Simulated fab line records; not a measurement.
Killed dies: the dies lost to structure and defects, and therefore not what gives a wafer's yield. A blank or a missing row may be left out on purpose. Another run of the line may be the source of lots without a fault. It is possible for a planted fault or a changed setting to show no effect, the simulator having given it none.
Matching of chambers || flow gf180mcu || GF_V2_CMP_04 on cmp-01: 4 sister chambers
The step polishes SiO2. 4 wafers are shown with their chamber, then 8 later ones without.

WAFERS PAIRED WITH THEIR CHAMBERS
{"wafer": "L493.1", "chamber": 1, "motor_current_A (A)": 13.0}
{"wafer": "L501.1", "chamber": 3, "motor_current_A (A)": 11.8}
{"wafer": "L502.2", "chamber": 2, "motor_current_A (A)": 11.7}
{"wafer": "L510.3", "chamber": 0, "motor_current_A (A)": 11.3}

WAFERS WITH NO CHAMBER GIVEN
{"wafer": "L510.5", "motor_current_A (A)": 12.0}
{"wafer": "L510.6", "motor_current_A (A)": 11.8}
{"wafer": "L513.3", "motor_current_A (A)": 11.6}
{"wafer": "L513.4", "motor_current_A (A)": 12.9}
{"wafer": "L513.6", "motor_current_A (A)": 11.7}
{"wafer": "L514.2", "motor_current_A (A)": 12.5}
{"wafer": "L514.3", "motor_current_A (A)": 11.2}
{"wafer": "L514.6", "motor_current_A (A)": 11.7}

EACH ONE'S CHAMBER
{"wafer": "L510.5", "from the rows above": "can't be placed: 3 or 2", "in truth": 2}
{"wafer": "L510.6", "from the rows above": "can't be placed: 3 or 2", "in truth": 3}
{"wafer": "L513.3", "from the rows above": "can't be placed: 2 or 3 or 0", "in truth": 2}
{"wafer": "L513.4", "from the rows above": 1, "in truth": 1}
{"wafer": "L513.6", "from the rows above": "can't be placed: 2 or 3 or 0", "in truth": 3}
{"wafer": "L514.2", "from the rows above": "can't be placed: 1 or 3 or 2", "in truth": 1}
{"wafer": "L514.3", "from the rows above": "can't be placed: 0 or 2", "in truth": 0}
{"wafer": "L514.6", "from the rows above": "can't be placed: 2 or 3 or 0", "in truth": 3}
Correctly placed: 1 of 8. Unplaceable from these rows: 7, with the true chamber sitting among the candidates in 7. Wrongly placed: 0.
How it was worked out, from the rows above alone: a wafer's distance from a chamber is the root of the sum, over the readings, of the square of ((its reading less the chamber's mean) divided by the reading's scatter). The wafer belongs to the nearest chamber; if the next one is less than 2 further off, it can't be placed. For every chamber, the mean is computed from those of its wafers that are shown. The scatter: root of mean squared gap, hidden wafer to nearest shown wafer, with one shown wafer a chamber.
